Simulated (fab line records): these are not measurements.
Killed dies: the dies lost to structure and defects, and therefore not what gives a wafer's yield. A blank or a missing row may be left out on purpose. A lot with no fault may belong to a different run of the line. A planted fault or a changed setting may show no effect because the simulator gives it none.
A single fault, viewed from 2 desks    flow sky130    what lay behind the numbers comes last; until then each desk has only its own

AT THE METROLOGY DESK
What the gauges read for every lot (on any tool): the sampled wafers with a number, averaged. Marked OUT: a lot whose mean sits more than 4 standard deviations from the usual mean, which makes it out of limits; the brackets give that distance.
Columns: A = VIA3_W_THK at SKY_VIA3_THK_MEAS_23, usual 401 nm; B = PASSIVATION_CVD_00_THK at SKY_PASSIVATION_THK_MEAS_01, usual 90.0 nm
lot   first seen here  A    B
L861  day 39 21:08     398  89.0
L862  day 39 21:31     385  90.3
L863  day 40 17:28     408  91.2
L866  day 40 20:32     408  89.8
L872  day 42 06:13     411  90.7
L869  day 42 06:31     409  88.6
L871  day 42 17:44     408  89.8
L875  day 44 03:23     409  89.2
L876  day 44 09:05     403  90.6
L882  day 45 15:50     392  91.3
L881  day 45 18:23     397  90.5
L883  day 45 22:27     392  89.5
L884  day 46 00:49     386  91.1
This desk found nothing out of limits on any of the 13 lots.

THE TOOL OWNER'S DESK: plasma asher-01
The tool's own readings at SKY_VT_ADJUST_HVTP_STRIP_10 (strips in O2/N2): means of the sampled wafers that have a number, for each lot that ran on this tool. Marked OUT: a lot whose mean sits more than 4 standard deviations from the usual mean, which makes it out of limits; the brackets give that distance.
Columns: A = drypump motor current A at SKY_VT_ADJUST_HVTP_STRIP_10, usual 5.5 A; B = o2 flow sccm at SKY_VT_ADJUST_HVTP_STRIP_10, usual 3000 sccm; C = oes product au at SKY_VT_ADJUST_HVTP_STRIP_10, usual 0.715 a.u.; D = strip time to endpoint s at SKY_VT_ADJUST_HVTP_STRIP_10, usual 14.19 s
lot   first seen here  A    B     C      D
L861  day 6 08:08      4.9  3014  0.712  14.24
L862  day 6 09:19      5.1  3006  0.717  14.18
L869  day 8 11:59      5.2  2992  0.717  14.23
L871  day 8 15:53      5.1  3006  0.719  14.17
L872  day 8 20:23      5.4  2998  0.712  14.17
L882  day 11 22:23     5.2  3001  0.715  14.16
This desk found nothing out of limits on any of the 6 lots.

PUT TOGETHER
From the metrology desk's view, nothing was out of limits.
The tool owner's desk saw nothing out of limits.

WHAT WAS PUT IN BY THE SIMULATOR
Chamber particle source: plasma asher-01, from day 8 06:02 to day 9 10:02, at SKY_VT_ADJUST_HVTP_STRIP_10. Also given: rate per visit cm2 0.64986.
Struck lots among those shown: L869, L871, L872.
